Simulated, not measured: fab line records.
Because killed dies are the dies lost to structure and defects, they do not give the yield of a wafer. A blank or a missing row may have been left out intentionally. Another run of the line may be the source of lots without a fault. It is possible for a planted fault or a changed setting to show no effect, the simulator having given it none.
Lot-split experiment + flow gf180mcu + 5 lots, 23 wafers read, on a route of 602 steps

== SPLIT DETAILS ==
At GF_V4_CMP_04 (polishes SiO2), the setting leave_above_ref_nm was moved away from the recipe's 632.5 nm on 6 of the 23 wafers read, by -6.9% to -4.7%. All remaining wafers had this setting at the recipe value.

== FROM THE SPLIT TO THE READING: what the file shows between them, 2 steps ==
- GF_V4_DEVELOP_13: develop time 60 s (also split here: develop_time_s)
- GF_V4_ETCH_16: etches BARC in N2/H2

== THE READING ==
oes_product_au, in a.u., at GF_V4_ETCH_17 (etches SiO2 in C4F8/O2/Ar, stops on TiN, target depth 630 nm). Fault-free wafers of this fab line usually give 0.856 a.u., standard deviation 0.0047 a.u.

| wafer  | tool, chamber at the split | leave_above_ref_nm as run, nm | against the recipe | oes_product_au, a.u. | against lot-mates on the recipe |
|--------|----------------------------|-------------------------------|--------------------|----------------------|---------------------------------|
| L074.1 | cmp-01, 3                  | 632.5                         | recipe             | 0.847                | -                               |
| L074.4 | cmp-01, 2                  | 632.5                         | recipe             | 0.851                | -                               |
| L074.6 | cmp-01, 0                  | 632.5                         | recipe             | 0.858                | -                               |
| L078.1 | cmp-02, 3                  | 632.5                         | recipe             | 0.854                | -                               |
| L078.2 | cmp-02, 1                  | 602.9                         | -4.7%              | 0.829                | -0.028                          |
| L078.3 | cmp-02, 0                  | 602.9                         | -4.7%              | 0.831                | -0.026                          |
| L078.4 | cmp-02, 2                  | 632.5                         | recipe             | 0.859                | -                               |
| L078.6 | cmp-02, 2                  | 602.9                         | -4.7%              | 0.831                | -0.026                          |
| L079.1 | cmp-01, 1                  | 632.5                         | recipe             | 0.854                | -                               |
| L079.2 | cmp-01, 2                  | 632.5                         | recipe             | 0.852                | -                               |
| L079.3 | cmp-01, 3                  | 632.5                         | recipe             | 0.854                | -                               |
| L079.5 | cmp-01, 3                  | 632.5                         | recipe             | 0.864                | -                               |
| L079.6 | cmp-01, 2                  | 632.5                         | recipe             | 0.848                | -                               |
| L082.1 | cmp-01, 0                  | 632.5                         | recipe             | 0.856                | -                               |
| L082.3 | cmp-01, 3                  | 632.5                         | recipe             | 0.861                | -                               |
| L082.4 | cmp-01, 1                  | 632.5                         | recipe             | 0.857                | -                               |
| L082.5 | cmp-01, 1                  | 632.5                         | recipe             | 0.861                | -                               |
| L082.6 | cmp-01, 2                  | 632.5                         | recipe             | 0.856                | -                               |
| L085.1 | cmp-02, 3                  | 589.1                         | -6.9%              | 0.822                | -0.038                          |
| L085.2 | cmp-02, 1                  | 632.5                         | recipe             | 0.856                | -                               |
| L085.4 | cmp-02, 2                  | 632.5                         | recipe             | 0.864                | -                               |
| L085.5 | cmp-02, 1                  | 589.1                         | -6.9%              | 0.828                | -0.032                          |
| L085.6 | cmp-02, 0                  | 589.1                         | -6.9%              | 0.822                | -0.038                          |

THE FIT
A straight line over all 23 wafers: oes_product_au changes by +0.0049 a.u. for each +1% of leave_above_ref_nm; r = +0.94; the points scatter about the line by 0.0046 a.u.
The same after taking each lot's own level away (the mean of its wafers on the recipe; 23 wafers): +0.00535 a.u. for each +1%; r = +0.97; scatter 0.0038 a.u.
According to that fit, moving leave_above_ref_nm by its largest amount changes the reading by 0.037 a.u.
Measured against the standard deviation above, the lots' own levels, which go from 0.8520 to 0.8600 a.u., span 1.7 times it.
So the lot-to-lot level changes the slope little: the two slopes agree.
Check: with one of the wafers moved furthest among these (-6.9%) left out of the fit, the line predicts -0.0364 a.u. for it against its lot-mates. It came out at -0.038 a.u. against them.
Tool readings at the split's step, against how far the setting was moved: time_to_endpoint_s r = -0.91.

== ADDITIONAL SPLITS CARRIED BY THESE WAFERS ==
These wafers also went through other splits before the reading. Each is held against what the fit with the lots' levels taken away leaves over:
| other split on the same wafers  | wafers away from the commonest value | r with oes_product_au (lot level and that fit taken away) |
|---------------------------------|--------------------------------------|-----------------------------------------------------------|
| GF_V2_PEB_12 peb_time_s         | 8                                    | +0.03                                                     |
| GF_V2_CVD_23 temp_c             | 9                                    | +0.31                                                     |
| GF_M3_SPUTTER_02 power_w        | 8                                    | +0.02                                                     |
| GF_M4_SPUTTER_01 power_w        | 4                                    | +0.26                                                     |
| GF_M4_METAL_ETCH_16 time_s      | 11                                   | -0.11                                                     |
| GF_V4_DEVELOP_13 develop_time_s | 6                                    | +0.07                                                     |

== THE WHOLE CHAIN: every reading that the file lists as answering this split, in the file's order ==
| step          | what it does                                                 | reading                                                                   | change (the file's fit)                   | r (the file's) |
|---------------|--------------------------------------------------------------|---------------------------------------------------------------------------|-------------------------------------------|----------------|
| GF_V4_CMP_04  | polishes SiO2                                                | time_to_endpoint_s                                                        | withheld for each +1% of the setting      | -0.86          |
| GF_V4_CMP_04  | polishes SiO2                                                | SiO2_of_V4_CVD_02.thk_nm (the simulator's own value, which no gauge read) | +6.32 nm for each +1% of the setting      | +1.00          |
| GF_V4_ETCH_17 | etches SiO2 in C4F8/O2/Ar, stops on TiN, target depth 630 nm | oes_product_au                                                            | +0.00539 a.u. for each +1% of the setting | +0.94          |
| GF_V4_ETCH_17 | etches SiO2 in C4F8/O2/Ar, stops on TiN, target depth 630 nm | V4.feature_depth_nm (the simulator's own value, which no gauge read)      | +6.32 nm for each +1% of the setting      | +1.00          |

== THE FILE'S OWN FIT ==
oes_product_au changes by +0.00539 a.u. for each +1% of leave_above_ref_nm, r = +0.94.
